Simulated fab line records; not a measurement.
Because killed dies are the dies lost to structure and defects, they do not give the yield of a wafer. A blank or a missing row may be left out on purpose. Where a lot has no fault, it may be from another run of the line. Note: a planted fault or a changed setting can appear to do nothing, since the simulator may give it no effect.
Matching of chambers    flow sky130    SKY_VIA1_ETCH_14 on rie_diel-02: 4 sister chambers
The step etches BARC in N2/H2, stops on SiO2, time 45.9 s, target depth 60 nm. 18 wafers are shown with their chamber, then 9 later ones without.

WAFERS, EACH WITH ITS CHAMBER
wafer   chamber  drypump_motor_current_A (A)  oes_product_au (a.u.)  throttle_valve_pct (%)
L076.2  2        6.2                          0.857                  13.226
L076.3  3        5.5                          0.858                  13.227
L076.4  2        6.1                          0.855                  13.232
L077.1  1        4.9                          0.852                  13.222
L077.4  3        5.5                          0.849                  13.224
L077.5  1        4.9                          0.858                  13.221
L079.2  2        6.2                          0.861                  13.238
L079.5  3        5.5                          0.856                  13.232
L079.6  0        5.0                          0.852                  13.222
L080.3  0        5.0                          0.846                  13.232
L080.4  1        4.9                          0.856                  13.225
L080.6  3        5.5                          0.854                  13.210
L084.1  2        6.2                          0.852                  13.236
L084.2  3        5.5                          0.860                  13.210
L084.3  1        4.9                          0.856                  13.237
L086.1  2        6.2                          0.850                  13.227
L086.5  1        4.9                          0.852                  13.218
L086.6  2        6.2                          0.856                  13.218

SIGNATURES (means of the wafers above)
reading                  chamber 0  chamber 1  chamber 2  chamber 3  scatter within a chamber
drypump_motor_current_A  5.000      4.900      6.183      5.500      0.0244
oes_product_au           0.84900    0.85480    0.85517    0.85540    0.00371
throttle_valve_pct       13.22700   13.22460   13.22950   13.22060   0.00822
Rule: distance of a wafer from a chamber = root of the sum over the readings of ((wafer's reading minus chamber's mean) / reading's scatter) squared. The wafer belongs to the nearest chamber; if the next one is less than 2 further off, it can't be placed. The scatter: the root of (the sum of the squares of (reading less its chamber's mean) over the shown wafers, divided by (wafers less chambers)).

WAFERS WHOSE CHAMBER IS MISSING
wafer   drypump_motor_current_A (A)  oes_product_au (a.u.)  throttle_valve_pct (%)
L091.2  5.5                          0.855                  13.226
L091.3  6.1                          0.861                  13.222
L091.4  4.9                          0.853                  13.228
L093.1  4.9                          0.852                  13.237
L093.3  6.1                          0.862                  13.239
L093.6  5.5                          0.844                  13.238
L094.1  4.9                          0.859                  13.214
L094.2  6.1                          0.859                  13.237
L094.4  5.0                          0.846                  13.227

CHAMBER TAKEN BY EACH
wafer   from the rows above  in truth
L091.2  3                    3
L091.3  2                    2
L091.4  1                    1
L093.1  1                    1
L093.3  2                    2
L093.6  3                    3
L094.1  1                    1
L094.2  2                    2
L094.4  0                    0
9 of 9 placed correctly. From these rows, 0 cannot be placed. Wrongly placed: 0.
